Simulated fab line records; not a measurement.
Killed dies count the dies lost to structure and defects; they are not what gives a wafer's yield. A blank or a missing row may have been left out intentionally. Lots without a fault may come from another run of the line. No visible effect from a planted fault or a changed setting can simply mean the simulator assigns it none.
Which tool did it?    flow sfq-line    15 lots (42 wafers sampled), 1 step of a 325-step route

== WHAT EACH GAUGE READ, for each wafer ==
The record holds no reading of a measuring or inspecting step that can be judged against a usual standard deviation.

== WHAT TOOL EACH LOT RAN ON (gives the tool, then ch and the chambers of the sampled wafers, and finally the start) ==
lot   SFQ_TRILAYER_L0_ETCH_METAL_ETCH_008
L310  rie-metal-04 ch 0,1, day 4 08:17
L311  rie-metal-03 ch 0,1, day 4 14:17
L312  rie-metal-02 ch 0,1, day 4 19:05
L313  rie-metal-04 ch 0,1, day 4 23:54
L314  rie-metal-03 ch 0,1, day 5 05:53
L315  rie-metal-04 ch 0,1, day 5 08:17
L316  rie-metal-03 ch 0,1, day 5 13:05
L317  rie-metal-03 ch 0,1, day 5 19:05
L318  rie-metal-03 ch 0,1, day 6 01:05
L319  rie-metal-04 ch 0, day 6 03:33
L320  rie-metal-03 ch 0,1, day 6 10:41
L321  rie-metal-03 ch 0, day 6 19:05
L330  rie-metal-03 ch 0, day 9 16:35
L331  rie-metal-03 ch 1, day 10 01:05
L332  rie-metal-03 ch 1, day 10 07:05
- SFQ_TRILAYER_L0_ETCH_METAL_ETCH_008: etches MoNx KI in SF6/O2, stops on SiO2, target depth 50 nm, time 25 s.

== WHAT THE TOOLS THEMSELVES READ (means of the sampled wafers that have a number; where no wafer has one, the mark that the record gives instead) ==
SFQ_TRILAYER_L0_ETCH_METAL_ETCH_008. Usual: drypump-motor-current-A 5.42 A, standard deviation 0.29; oes-product-au 0.874 a.u., standard deviation 0.0081; run-length-s 53.3 s, standard deviation 0.53.
lot   tool          drypump-motor-current-A (A)  oes-product-au (a.u.)  run-length-s (s)  flag
L310  rie-metal-04  5.40                         0.876                  53.0              
L311  rie-metal-03  5.23                         0.880                  53.7              
L312  rie-metal-02  5.81                         0.868                  53.7              
L313  rie-metal-04  5.38                         0.870                  53.0              
L314  rie-metal-03  5.23                         0.877                  53.6              
L315  rie-metal-04  5.38                         0.874                  53.2              
L316  rie-metal-03  5.45                         0.883                  53.5              
L317  rie-metal-03  5.44                         0.870                  53.4              
L318  rie-metal-03  5.44                         0.862                  53.4              
L319  rie-metal-04  5.52                         0.884                  53.4              
L320  rie-metal-03  5.23                         0.866                  53.7              
L321  rie-metal-03  5.02                         0.880                  54.0              
L330  rie-metal-03  5.02                         0.931                  52.2              OFF
L331  rie-metal-03  5.66                         0.997                  49.3              OFF
L332  rie-metal-03  5.67                         0.926                  51.0              OFF

== THE ANSWER, worked out from the rows above alone ==
Rule: lot off if the mean of its wafers having a number is beyond 3 standard deviations from the usual mean. Also off: a lot with no number at a reading for which 4 or more lots have one. Any other lot the step has rows for is counted as sound. Order of review: gauges by route order, followed by the tools' own readings, for which a lot's mean as printed above is used. The first step at which some lot is off is used, and at that step the reading that is off furthest; a lot without a number counts as furthest.
Off: L330, L331, L332 (SFQ_TRILAYER_L0_ETCH_METAL_ETCH_008, oes-product-au).
If a tool, at that step or one of the process steps before it, ran each lot that is off and ran no sound lot following the first of them, it fits. One fits: rie-metal-03 at SFQ_TRILAYER_L0_ETCH_METAL_ETCH_008. Its last sound lot is L321 (day 6 19:05), its first lot that is off L330 (day 9 16:35): a fault that began between those two fits.
The tool's own readings at SFQ_TRILAYER_L0_ETCH_METAL_ETCH_008 bear it out: on the lots that are off they differ by more than 5 times the standard deviation of the sound lots' means. oes-product-au reads 0.951 a.u. there against 0.874 a.u. on the sound lots; run-length-s reads 50.8 s there against 53.5 s on the sound lots.

== WHAT THE SIMULATOR HAD PUT IN ==
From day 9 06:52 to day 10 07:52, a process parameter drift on rie-metal-03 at SFQ_TRILAYER_L0_ETCH_METAL_ETCH_008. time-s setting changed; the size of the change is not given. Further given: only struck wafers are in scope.
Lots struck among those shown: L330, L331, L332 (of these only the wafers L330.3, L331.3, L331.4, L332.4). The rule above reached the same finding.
